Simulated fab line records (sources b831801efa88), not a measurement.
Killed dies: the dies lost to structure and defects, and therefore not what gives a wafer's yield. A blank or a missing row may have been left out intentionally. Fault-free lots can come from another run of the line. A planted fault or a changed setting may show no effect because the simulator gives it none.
fab line records	flow sky130
[record] lots = 12	wafers = 35	lastDay = 50
route steps=708 shown CONTACT@433 METAL1@436 VIA2@507 PAD_OPEN@708
lots that met no fault: from a run of the same line without faults
startH: hours from the record's first day to the start of the lot's first wafer shown	waitH: time in hours since the lot's previous step	" identical to the entry in the row above	L1.1+2: several wafers, shown together as one row	- no value, or no start given	* or withheld: withheld	< > ~ a bound
route shown NAME@n: a module of which the file shows steps, and the number in the route of the first	usual: average and standard deviation across the fault-free wafers	same: alike in all rows	chamber/n: place in a boat	sites: the reading at each site	_std_site: standard deviation of those values	_edge_site: inner sites' mean taken away from outer sites' mean	radiusMm: for every site, how far away it sits from the centre of the wafer	mask NAME#n: copy n	behind: tool/chamber where the wafer was last shaped	hold: what put the lot on hold/how long, in hours/how the hold closed	device: names the non-switching transistor (n, p or np)	end of line: the tests these same wafers got at the end of their route	a step with no rows: only its recipe	killed: not the wafer's yield, but the dies lost to structure and defects at the first sort	map: a wafer's dies, x killed, . not, _ none there
set.NAME: the setting as run; set.NAME@STEP: as run at that earlier step	model.NAME: the simulator's own value behind a step, which no gauge read
the route's steps for a sample of lots (tables are steps, rows are wafers)
services: from which hour (startH, from the record's first day; less than 0 if before it) a tool's chamber was out of use, for how many hours, and why
[[steps]]
[step SKY_CONTACT_CMP_27]
[recipe] stopOn = SiO2	tOverpolishS = 15	downForcePsi = 3.5	platenRpm = 60	targetThkNm = 0	padVelocityMS = 0.94248
[usual] motorCurrentA = 11.1/1.7	overpolishRunS = 15.000/0.0092	retainingRingPressureFrac = 1.001/0.0051	timeToEndpointS = 84/3.2
lot.wafer	tool	chamber	startH	waitH	motorCurrentA	overpolishRunS	retainingRingPressureFrac	timeToEndpointS
L414.3	cmp-02	3	739.03	0.0	10.8	14.998	0.995	88
L414.1	"	0	"	"	10.9	14.987	0.996	86
L414.6	"	0	"	"	11.4	15.013	0.993	87
L415.4	cmp-02	0	744.47	0.0	10.7	14.996	1.004	87
L415.2	"	1	"	"	8.3	15.014	0.999	86
L415.3	"	3	"	"	10.5	15.000	0.999	86
L416.3	cmp-02	3	756.18	0.1	10.3	14.989	1.008	81
L416.1	"	1	"	"	8.9	15.008	1.006	89
L416.5	"	2	"	"	10.0	15.002	1.008	80
L417.2	cmp-02	0	765.04	0.0	10.4	14.994	0.997	79
L417.3	"	2	"	"	10.2	14.984	1.002	80
L417.1	"	3	"	"	10.0	14.992	1.011	83
L418.2	cmp-01	3	769.54	0.0	13.8	14.989	0.997	81
L418.5	"	3	"	"	14.2	15.014	1.007	80
L418.6	"	0	"	"	12.7	14.997	1.003	90
L420.4	cmp-01	1	792.23	0.1	10.7	15.001	0.999	83
L420.2	"	3	"	"	13.7	14.997	0.992	83
L420.6	"	0	"	"	12.8	15.004	0.997	85
L421.4	cmp-02	3	805.39	0.1	10.8	14.996	1.001	82
L421.6	"	2	"	"	9.9	14.993	1.001	82
L421.5	"	3	"	"	10.7	14.982	0.995	85
L422.2	cmp-02	2	809.18	0.0	10.0	14.981	0.994	85
L422.4	"	0	"	"	11.8	15.005	1.012	89
L422.6	"	3	"	"	10.1	14.984	1.005	88
L424.1	cmp-01	3	826.33	0.2	13.8	15.004	1.008	86
L424.5	"	0	"	"	12.6	14.998	1.008	86
L424.6	"	1	"	"	11.0	14.994	1.003	84
L426.4	cmp-02	1	840.99	0.0	8.5	15.001	0.989	86
L426.1	"	2	"	"	9.4	14.986	0.999	82
L426.5	"	2	"	"	10.3	14.998	0.996	84
L429.2	cmp-01	0	866.62	0.0	12.9	15.015	1.003	85
L429.3	"	3	"	"	13.6	15.007	1.002	82
L429.5	"	1	"	"	10.9	14.994	0.996	84
L435.2	cmp-02	3	916.23	0.1	10.6	15.008	1.007	85
L435.5	"	3	"	"	10.0	15.002	1.003	85
[step SKY_METAL1_SPUTTER_02]
[recipe] material = AlCu	targetThkNm = 250	powerW = 10600	timeS = 13.3	chamberPressurePa = 0.4
[usual] throttleValvePct = 30.0/0.69
lot.wafer	tool	chamber	startH	waitH	throttleValvePct
L414.1	pvdSputter-01	-	739.37	0.0	31.0
L414.3	"	-	"	"	29.4
L414.6	"	-	"	"	29.4
L415.2	pvdSputter-04	-	744.82	0.0	30.8
L415.3	"	-	"	"	28.8
L415.4	"	-	"	"	29.3
L416.1	pvdSputter-04	-	756.48	0.0	29.3
L416.3	"	-	"	"	30.6
L416.5	"	-	"	"	29.3
L417.1	pvdSputter-04	-	765.39	0.0	29.5
L417.2	"	-	"	"	28.8
L417.3	"	-	"	"	30.9
L418.2	pvdSputter-01	-	769.89	0.0	31.0
L418.5	"	-	"	"	31.1
L418.6	"	-	"	"	29.4
L420.2	pvdSputter-04	-	792.53	0.0	30.7
L420.4	"	-	"	"	29.5
L420.6	"	-	"	"	30.7
L421.4	pvdSputter-03	-	805.69	0.0	29.9
L421.5	"	-	"	"	30.8
L421.6	"	-	"	"	30.2
L422.2	pvdSputter-03	-	809.53	0.0	30.4
L422.4	"	-	"	"	30.8
L422.6	"	-	"	"	29.9
L424.1	pvdSputter-03	-	826.53	0.0	30.5
L424.5	"	-	"	"	29.8
L424.6	"	-	"	"	30.2
L426.1	pvdSputter-01	-	841.34	0.0	30.9
L426.4	"	-	"	"	29.7
L426.5	"	-	"	"	29.6
L429.2	pvdSputter-04	-	866.97	0.0	30.6
L429.3	"	-	"	"	29.6
L429.5	"	-	"	"	30.9
L435.2	pvdSputter-03	-	916.53	0.0	30.3
L435.5	"	-	"	"	30.2
[step SKY_METAL1_SPUTTER_04]
[recipe] material = TiN	targetThkNm = 70	powerW = 6500	timeS = 58.3	chamberPressurePa = 0.4
[usual] throttleValvePct = 30.0/0.65
lot.wafer	tool	chamber	startH	waitH	throttleValvePct
L414.1	pvdSputter-01	-	739.42	0.0	31.0
L414.3	"	-	"	"	29.5
L414.6	"	-	"	"	29.8
L415.2	pvdSputter-04	-	744.86	0.0	30.9
L415.3	"	-	"	"	28.8
L415.4	"	-	"	"	29.5
L416.1	pvdSputter-04	-	756.52	0.0	29.4
L416.3	"	-	"	"	30.7
L416.5	"	-	"	"	29.1
L417.1	pvdSputter-04	-	765.43	0.0	29.3
L417.2	"	-	"	"	28.9
L417.3	"	-	"	"	30.8
L418.2	pvdSputter-01	-	769.93	0.0	30.8
L418.5	"	-	"	"	31.2
L418.6	"	-	"	"	29.5
L420.2	pvdSputter-04	-	792.57	0.0	30.6
L420.4	"	-	"	"	29.9
L420.6	"	-	"	"	30.7
L421.4	pvdSputter-03	-	805.73	0.0	30.3
L421.5	"	-	"	"	30.5
L421.6	"	-	"	"	30.5
L422.2	pvdSputter-03	-	809.57	0.0	30.2
L422.4	"	-	"	"	30.7
L422.6	"	-	"	"	30.1
L424.1	pvdSputter-03	-	826.57	0.0	30.3
L424.5	"	-	"	"	30.1
L424.6	"	-	"	"	30.2
L426.1	pvdSputter-01	-	841.38	0.0	31.2
L426.4	"	-	"	"	30.0
L426.5	"	-	"	"	29.6
L429.2	pvdSputter-04	-	867.01	0.0	30.6
L429.3	"	-	"	"	29.6
L429.5	"	-	"	"	30.6
L435.2	pvdSputter-03	-	916.57	0.0	30.4
L435.5	"	-	"	"	30.3
[step SKY_VIA2_HDPCVD_00]
[recipe] material = SiO2	targetThkNm = 1180	sigmaOpenFrac = 0.3	timeS = 196.7	tempC = 400	sih4FlowSccm = 60	pressureMtorr = 6
[usual] susceptorTempC = 400.01/0.2
lot.wafer	tool	chamber	startH	waitH	susceptorTempC
L414.1	hdpcvd-02	2	826.25	0.0	399.49
L414.3	"	0	"	"	400.12
L414.6	"	2	"	"	399.76
L415.2	hdpcvd-01	0	831.10	0.0	400.04
L415.3	"	2	"	"	399.87
L415.4	"	0	"	"	400.14
L416.1	hdpcvd-01	1	841.75	0.0	399.90
L416.3	"	2	"	"	400.00
L416.5	"	0	"	"	400.00
L417.1	hdpcvd-01	0	850.74	0.0	400.34
L417.2	"	2	"	"	400.06
L417.3	"	1	"	"	400.14
L418.2	hdpcvd-02	2	854.50	0.0	400.29
L418.5	"	1	"	"	399.90
L418.6	"	0	"	"	399.93
L420.2	hdpcvd-01	0	877.84	0.0	399.78
L420.4	"	2	"	"	400.15
L420.6	"	0	"	"	400.46
L421.4	hdpcvd-02	0	890.99	0.1	399.71
L421.5	"	2	"	"	399.94
L421.6	"	1	"	"	399.79
L422.2	hdpcvd-01	0	893.41	0.0	399.74
L422.4	"	0	"	"	399.82
L422.6	"	2	"	"	400.08
L424.1	hdpcvd-02	2	912.13	0.0	399.83
L424.5	"	2	"	"	399.96
L424.6	"	0	"	"	400.00
L426.1	hdpcvd-01	0	924.80	0.0	399.87
L426.4	"	1	"	"	400.14
L426.5	"	2	"	"	400.14
L429.2	hdpcvd-01	2	947.43	0.0	400.20
L429.3	"	0	"	"	400.06
L429.5	"	1	"	"	399.71
L435.2	hdpcvd-01	1	995.14	0.0	400.20
L435.5	"	0	"	"	400.19
[step SKY_VIA2_THK_MEAS_01]
[recipe] reads = SiO2_of_VIA2_HDPCVD_00
[usual] VIA2_HDPCVD_THK = 1180/12
lot.wafer	tool	chamber	startH	waitH	VIA2_HDPCVD_THK[nm]
L414.1	filmMetro-02	-	826.38	0.1	1198
L414.3	"	-	"	"	1210
L414.6	"	-	"	"	1217
L415.2	filmMetro-02	-	831.24	0.1	1179
L415.3	"	-	"	"	1164
L415.4	"	-	"	"	1183
L416.1	filmMetro-02	-	841.88	0.1	1160
L416.3	"	-	"	"	1151
L416.5	"	-	"	"	1167
L417.1	filmMetro-04	-	850.86	0.1	1189
L417.2	"	-	"	"	1177
L417.3	"	-	"	"	1175
L418.2	filmMetro-01	-	854.63	0.1	1188
L418.5	"	-	"	"	1173
L418.6	"	-	"	"	1174
L420.2	filmMetro-01	-	877.98	0.1	1190
L420.4	"	-	"	"	1175
L420.6	"	-	"	"	1184
L421.4	filmMetro-01	-	891.08	0.0	1180
L421.5	"	-	"	"	1189
L421.6	"	-	"	"	1168
L422.2	filmMetro-01	-	893.55	0.1	1178
L422.4	"	-	"	"	1186
L422.6	"	-	"	"	1162
L424.1	filmMetro-02	-	912.25	0.1	1190
L424.5	"	-	"	"	1196
L424.6	"	-	"	"	1192
L426.1	filmMetro-02	-	924.93	0.1	1197
L426.4	"	-	"	"	1180
L426.5	"	-	"	"	1184
L429.2	filmMetro-02	-	947.57	0.1	1154
L429.3	"	-	"	"	1183
L429.5	"	-	"	"	1170
L435.2	filmMetro-01	-	995.28	0.1	1176
L435.5	"	-	"	"	2041
[step SKY_PAD_OPEN_PROBE_99]
[usual] defectLimitedYield = 82.3/1.8	killed_at_M0_to_M3 = 43/6	killed_at_M4_up = 3.2/1.9	killedAtContacts = 25/5.4	killedAtFrontEnd = 15/4.5	killedAtOther = 0.3/0.59	killedDies = 87/8.7	killedOnRim = 17/3.5	killedOpen = 47/6.7	killedShort = 39/5.7	sort_bin_3_pad_short = 0.9/0.43	sort_bin_5_function = 10.4/1.4	sort_bin_6_memory = 6.4/1.2	sortNPass = 405/8.7	sortYieldPct = 82.3/1.8
[same] grossDies = 492	killedAtBackSide = 0	sort_bin_4_leakage[%] = 0	sort_bin_8_speed[%] = 0
lot.wafer	tool	chamber	startH	waitH	defectLimitedYield[%]	killed_at_M0_to_M3	killed_at_M4_up	killedAtContacts	killedAtFrontEnd	killedAtOther	killedDies	killedOnRim	killedOpen	killedShort	sort_bin_3_pad_short[%]	sort_bin_5_function[%]	sort_bin_6_memory[%]	sortNPass	sortYieldPct[%]
L416.1	prober-01	-	1095.25	0.1	82.1	40	2	22	24	0	88	16	52	36	1.0	10.4	6.5	404	82.1
L416.3	prober-01	-	1095.35	0.2	79.9	40	2	34	23	0	99	17	55	43	0.8	12.0	7.3	393	79.9
L416.5	prober-01	-	1095.45	0.2	83.3	39	1	26	15	1	82	14	46	35	0.6	11.6	4.5	410	83.3
L417.1	prober-02	-	1102.69	0.1	83.3	36	4	25	17	0	82	18	44	37	1.6	8.9	6.1	410	83.3
L417.2	prober-02	-	1102.74	0.1	81.3	44	4	24	20	0	92	19	54	37	1.0	11.8	5.9	400	81.3
L417.3	prober-02	-	1102.79	0.2	78.7	47	6	29	23	0	105	22	61	44	0.6	12.0	8.7	387	78.7
L418.2	prober-01	-	1106.32	0.1	83.7	41	1	25	13	0	80	14	46	33	1.8	9.3	5.1	412	83.7
L418.5	prober-01	-	1106.47	0.2	80.3	55	5	21	16	0	97	21	57	40	0.4	11.4	7.9	395	80.3
L418.6	prober-01	-	1106.52	0.2	82.1	45	3	29	11	0	88	16	48	40	1.4	11.4	5.1	404	82.1
L420.4	prober-01	-	1120.79	0.2	82.7	38	2	24	20	1	85	20	48	37	0.4	9.1	7.7	407	82.7
L420.6	prober-01	-	1120.89	0.2	82.3	51	7	18	11	0	87	17	42	45	0.6	8.5	8.5	405	82.3
L421.4	prober-02	-	1133.39	0.2	86.0	42	3	21	3	0	69	13	34	35	0.4	6.7	6.9	423	86.0
L421.5	prober-02	-	1133.44	0.2	81.9	50	4	16	19	0	89	13	50	39	0.8	12.2	5.1	403	81.9
L421.6	prober-02	-	1133.49	0.2	82.3	50	4	20	12	1	87	26	44	43	1.0	10.2	6.5	405	82.3
L422.2	prober-01	-	1135.46	0.1	83.3	38	1	24	19	0	82	18	41	41	0.8	9.6	6.3	410	83.3
L422.4	prober-01	-	1135.56	0.2	83.9	34	1	26	17	1	79	14	38	41	0.6	9.1	6.3	413	83.9
L422.6	prober-01	-	1135.66	0.2	78.3	45	6	36	20	0	107	21	58	49	0.4	13.6	7.7	385	78.3
L424.1	prober-01	-	1159.23	0.1	82.7	36	2	36	10	1	85	22	50	35	0.8	11.8	4.7	407	82.7
L424.5	prober-01	-	1159.43	0.2	79.3	50	7	33	12	0	102	17	53	49	1.0	14.0	5.7	390	79.3
L424.6	prober-01	-	1159.48	0.2	83.7	42	4	21	13	0	80	10	46	34	1.4	9.8	5.1	412	83.7
L426.1	prober-01	-	1160.73	0.1	86.0	35	3	21	10	0	69	12	39	30	0.6	9.8	3.7	423	86.0
L426.4	prober-01	-	1160.88	0.2	78.3	56	4	30	17	0	107	21	53	54	1.8	12.4	7.5	385	78.3
L426.5	prober-01	-	1160.93	0.2	82.5	42	5	25	14	0	86	17	43	43	1.2	10.8	5.5	406	82.5
L435.2	prober-02	-	1208.99	0.1	84.3	42	4	20	11	0	77	12	38	39	0.2	8.3	7.1	415	84.3
// killed by level:class
L416.1 CONTACT:geometricParticle:open=10 VIA1:geometricParticle:open=10 FIELD_ISO:geometricParticle:open=8 LI_CONTACT:geometricParticle:open=6 METAL2:geometricParticle:short=6 VIA3:geometricParticle:open=6 FIELD_ISO:geometricParticle:short=5 METAL1:geometricParticle:short=4
L416.3 CONTACT:geometricParticle:open=13 CONTACT:geometricParticle:short=10 VIA1:geometricParticle:short=8 LI_CONTACT:geometricParticle:open=7 FIELD_ISO:geometricParticle:open=6 METAL2:geometricParticle:short=6 VIA2:geometricParticle:open=6 FIELD_ISO:geometricParticle:short=5
L416.5 VIA1:geometricParticle:open=9 CONTACT:geometricParticle:open=8 CONTACT:geometricParticle:short=7 VIA3:geometricParticle:open=6 FIELD_ISO:geometricParticle:short=5 LI_CONTACT:geometricParticle:open=5 METAL2:geometricParticle:short=5 VIA2:geometricParticle:open=5
L417.1 VIA1:geometricParticle:open=10 CONTACT:geometricParticle:open=10 VIA3:geometricParticle:open=7 CONTACT:geometricParticle:short=6 FIELD_ISO:geometricParticle:open=5 FIELD_ISO:geometricParticle:short=5 POLY_GATE:geometricParticle:short=4 LI_CONTACT:geometricParticle:open=4
L417.2 VIA1:geometricParticle:open=13 LI_CONTACT:geometricParticle:open=8 CONTACT:geometricParticle:open=8 POLY_GATE:geometricParticle:open=5 VIA1:geometricParticle:short=5 VIA2:geometricParticle:open=5 METAL2:geometricParticle:short=4 METAL3:geometricParticle:short=4
L417.3 CONTACT:geometricParticle:open=13 VIA1:geometricParticle:open=11 LI_CONTACT:geometricParticle:open=7 METAL1:geometricParticle:short=7 VIA3:geometricParticle:open=6 CONTACT:geometricParticle:short=6 POLY_GATE:geometricParticle:open=5 VIA2:geometricParticle:open=5
L418.2 CONTACT:geometricParticle:open=10 VIA1:geometricParticle:open=8 VIA3:geometricParticle:open=7 LI_CONTACT:geometricParticle:open=7 METAL1:geometricParticle:short=7 POLY_GATE:geometricParticle:open=5 LI_CONTACT:geometricParticle:short=5 VIA1:geometricParticle:short=5
L418.5 VIA1:geometricParticle:open=16 VIA3:geometricParticle:open=11 CONTACT:geometricParticle:open=7 VIA2:geometricParticle:open=7 CONTACT:geometricParticle:short=6 LI_CONTACT:geometricParticle:open=5 VIA2:geometricParticle:short=5 FIELD_ISO:geometricParticle:open=4
L418.6 LI_CONTACT:geometricParticle:open=11 VIA1:geometricParticle:open=10 VIA3:geometricParticle:open=9 VIA1:geometricParticle:short=7 CONTACT:geometricParticle:open=6 CONTACT:geometricParticle:short=5 METAL3:geometricParticle:short=5 LOCAL_INTERCONNECT:geometricParticle:short=4
L420.4 POLY_GATE:geometricParticle:open=8 CONTACT:geometricParticle:open=7 VIA1:geometricParticle:open=7 LI_CONTACT:geometricParticle:open=6 VIA1:geometricParticle:short=6 METAL2:geometricParticle:short=5 VIA3:geometricParticle:open=5 FIELD_ISO:geometricParticle:short=4
L420.6 VIA1:geometricParticle:open=12 POLY_GATE:geometricParticle:short=8 CONTACT:geometricParticle:open=8 METAL2:geometricParticle:short=7 METAL1:geometricParticle:short=7 VIA3:geometricParticle:open=7 VIA3:geometricParticle:short=6 LI_CONTACT:geometricParticle:open=4
L421.4 VIA1:geometricParticle:open=11 VIA1:geometricParticle:short=8 CONTACT:geometricParticle:short=7 CONTACT:geometricParticle:open=6 VIA2:geometricParticle:open=6 VIA3:geometricParticle:open=5 METAL2:geometricParticle:short=4 LI_CONTACT:geometricParticle:open=4
L421.5 VIA1:geometricParticle:open=11 VIA3:geometricParticle:open=10 CONTACT:geometricParticle:short=7 VIA2:geometricParticle:open=7 FIELD_ISO:geometricParticle:open=6 VIA1:geometricParticle:short=6 VIA2:geometricParticle:short=6 POLY_GATE:geometricParticle:open=5
L421.6 VIA1:geometricParticle:open=13 CONTACT:geometricParticle:open=9 METAL1:geometricParticle:short=9 VIA1:geometricParticle:short=6 VIA2:geometricParticle:open=5 FIELD_ISO:geometricParticle:open=4 LI_CONTACT:geometricParticle:open=4 METAL2:geometricParticle:short=4
L422.2 CONTACT:geometricParticle:open=8 FIELD_ISO:geometricParticle:short=7 METAL2:geometricParticle:short=6 LI_CONTACT:geometricParticle:open=6 LOCAL_INTERCONNECT:geometricParticle:short=5 VIA1:geometricParticle:open=5 FIELD_ISO:geometricParticle:open=4 CONTACT:geometricParticle:short=4
L422.4 CONTACT:geometricParticle:short=7 CONTACT:geometricParticle:open=7 VIA3:geometricParticle:open=6 LI_CONTACT:geometricParticle:open=5 VIA2:geometricParticle:open=5 FIELD_ISO:geometricParticle:open=4 LOCAL_INTERCONNECT:geometricParticle:short=4 POLY_GATE:geometricParticle:short=4
L422.6 CONTACT:geometricParticle:open=11 VIA2:geometricParticle:open=10 VIA1:geometricParticle:open=9 FIELD_ISO:geometricParticle:open=7 LI_CONTACT:geometricParticle:open=7 METAL2:geometricParticle:short=7 LOCAL_INTERCONNECT:geometricParticle:short=6 CONTACT:geometricParticle:short=6
L424.1 LI_CONTACT:geometricParticle:open=13 CONTACT:geometricParticle:open=8 VIA1:geometricParticle:open=7 LOCAL_INTERCONNECT:geometricParticle:short=6 CONTACT:geometricParticle:short=6 METAL1:geometricParticle:short=6 VIA3:geometricParticle:open=6 VIA2:geometricParticle:open=5
L424.5 VIA1:geometricParticle:open=12 VIA2:geometricParticle:open=11 CONTACT:geometricParticle:open=11 LOCAL_INTERCONNECT:geometricParticle:short=6 METAL1:geometricParticle:short=6 LI_CONTACT:geometricParticle:short=5 CONTACT:geometricParticle:short=5 VIA1:geometricParticle:short=5
L424.6 VIA1:geometricParticle:open=11 VIA3:geometricParticle:open=8 CONTACT:geometricParticle:short=6 CONTACT:geometricParticle:open=5 METAL1:geometricParticle:short=5 LI_CONTACT:geometricParticle:open=4 LOCAL_INTERCONNECT:geometricParticle:short=4 VIA1:geometricParticle:short=4
L426.1 LI_CONTACT:geometricParticle:open=8 VIA1:geometricParticle:open=8 CONTACT:geometricParticle:open=5 METAL2:geometricParticle:short=5 FIELD_ISO:geometricParticle:open=4 LOCAL_INTERCONNECT:geometricParticle:short=4 CONTACT:geometricParticle:short=4 VIA2:geometricParticle:open=4
L426.4 METAL2:geometricParticle:short=11 CONTACT:geometricParticle:open=10 METAL1:geometricParticle:short=9 VIA1:geometricParticle:open=9 LI_CONTACT:geometricParticle:open=8 VIA3:geometricParticle:open=8 FIELD_ISO:geometricParticle:open=6 FIELD_ISO:geometricParticle:short=6
L426.5 CONTACT:geometricParticle:open=9 VIA1:geometricParticle:open=9 LOCAL_INTERCONNECT:geometricParticle:short=6 VIA1:geometricParticle:short=6 VIA2:geometricParticle:open=6 FIELD_ISO:geometricParticle:short=5 METAL1:geometricParticle:short=5 METAL2:geometricParticle:short=4
L435.2 CONTACT:geometricParticle:open=8 METAL1:geometricParticle:short=8 VIA1:geometricParticle:open=7 VIA3:geometricParticle:open=7 METAL2:geometricParticle:short=6 POLY_GATE:geometricParticle:short=5 LOCAL_INTERCONNECT:geometricParticle:short=5 VIA2:geometricParticle:open=5
[[services]]
tool	chamber	startH	hours	kind
cmp-02	-	716.76	0.8	repair
cmp-01	-	726.25	2.4	repair
cmp-02	-	745.46	0.4	repair
cmp-01	-	747.53	5.4	pm
cmp-01	-	752.95	4.0	pm
pvdSputter-01	-	756.69	4.0	repair
cmp-01	-	760.57	0.6	repair
cmp-01	-	770.32	0.8	repair
hdpcvd-02	2	785.13	23.3	repair
pvdSputter-01	-	786.14	1.7	repair
cmp-02	-	788.36	1.5	repair
cmp-01	-	809.20	3.0	repair
hdpcvd-02	-	850.63	2.8	pm
pvdSputter-01	-	853.43	13.4	repair
pvdSputter-03	-	867.32	3.9	repair
cmp-02	-	912.00	4.0	pm
pvdSputter-01	-	921.39	1.7	repair
cmp-02	-	944.91	4.8	repair
hdpcvd-01	-	950.25	15.0	pm
hdpcvd-01	0	963.09	11.1	repair
pvdSputter-03	-	965.07	5.4	repair
pvdSputter-01	-	967.40	4.0	repair
cmp-02	-	974.45	3.7	pm
cmp-01	-	992.15	5.2	pm
[[key]]
[firstSign] step = SKY_VIA2_THK_MEAS_01	reading = VIA2_HDPCVD_THK	direction = up	sigmas = 70	usual = 1180	struck = 2041
effect none on later readings
metAt SKY_VIA2_HDPCVD_00
struckLots L435
struckWafers L435.5
notActingAt SKY_CONTACT_CMP_27,SKY_METAL1_SPUTTER_02,SKY_METAL1_SPUTTER_04
onsetBetween 947.43 995.14
[fault] kind = processParameterDrift	tool = hdpcvd-01	chamber = -	onsetH = 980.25	steps = SKY_VIA2_HDPCVD_00	channel = targetThkNm	offset = 860.2	shape = step	endH = 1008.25	scope = struckWafersOnly	actsIn = theseRecipesOnly	stated = 1180
